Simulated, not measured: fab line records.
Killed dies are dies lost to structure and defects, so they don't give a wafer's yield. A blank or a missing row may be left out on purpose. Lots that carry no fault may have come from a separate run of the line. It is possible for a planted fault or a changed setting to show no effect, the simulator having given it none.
Chamber matching -- flow gf180mcu -- GF_V1_ETCH_16 on rie_diel-02 has 4 sister chambers
The step etches BARC in N2/H2. 8 wafers are shown with their chamber, then 11 later ones without.

## WAFERS PAIRED WITH THEIR CHAMBERS
wafer,chamber,drypump_motor_current_A (A),throttle_valve_pct (%)
L081.3,2,6.4,13.218
L084.2,2,6.3,13.217
L084.3,1,5.7,13.232
L084.6,3,6.7,13.226
L085.3,3,6.7,13.220
L085.5,1,5.7,13.243
L085.6,0,5.8,13.237
L088.2,0,5.7,13.224

## WAFERS WHOSE CHAMBER IS MISSING
wafer,drypump_motor_current_A (A),throttle_valve_pct (%)
L088.3,5.6,13.245
L088.4,5.7,13.230
L090.3,5.7,13.229
L090.5,5.7,13.248
L090.6,6.3,13.232
L092.3,5.7,13.244
L092.4,5.7,13.225
L092.5,6.3,13.239
L096.3,6.8,13.231
L096.4,5.7,13.229
L096.5,5.7,13.221

## WHICH CHAMBER EACH ONE RAN IN
wafer,from the rows above,in truth
L088.3,can't be placed: 1 or 0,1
L088.4,can't be placed: 0 or 1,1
L090.3,can't be placed: 0 or 1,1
L090.5,can't be placed: 1 or 0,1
L090.6,2,2
L092.3,can't be placed: 1 or 0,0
L092.4,can't be placed: 0 or 1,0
L092.5,2,2
L096.3,3,3
L096.4,can't be placed: 0 or 1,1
L096.5,can't be placed: 0 or 1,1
Correct placement for 3 of the 11. These rows do not allow placing 8 (true chamber among the candidates in 8). 0 placed wrongly.
How it was worked out, from the rows above alone: a wafer's distance from a chamber is the root of the sum, over the readings, of the square of ((its reading less the chamber's mean) divided by the reading's scatter). The wafer belongs to the nearest chamber; if the next one is less than 2 further off, it can't be placed. A chamber's mean is the mean of its shown wafers. The scatter: the root of (the sum of the squares of (reading less its chamber's mean) over the shown wafers, divided by (wafers less chambers)).
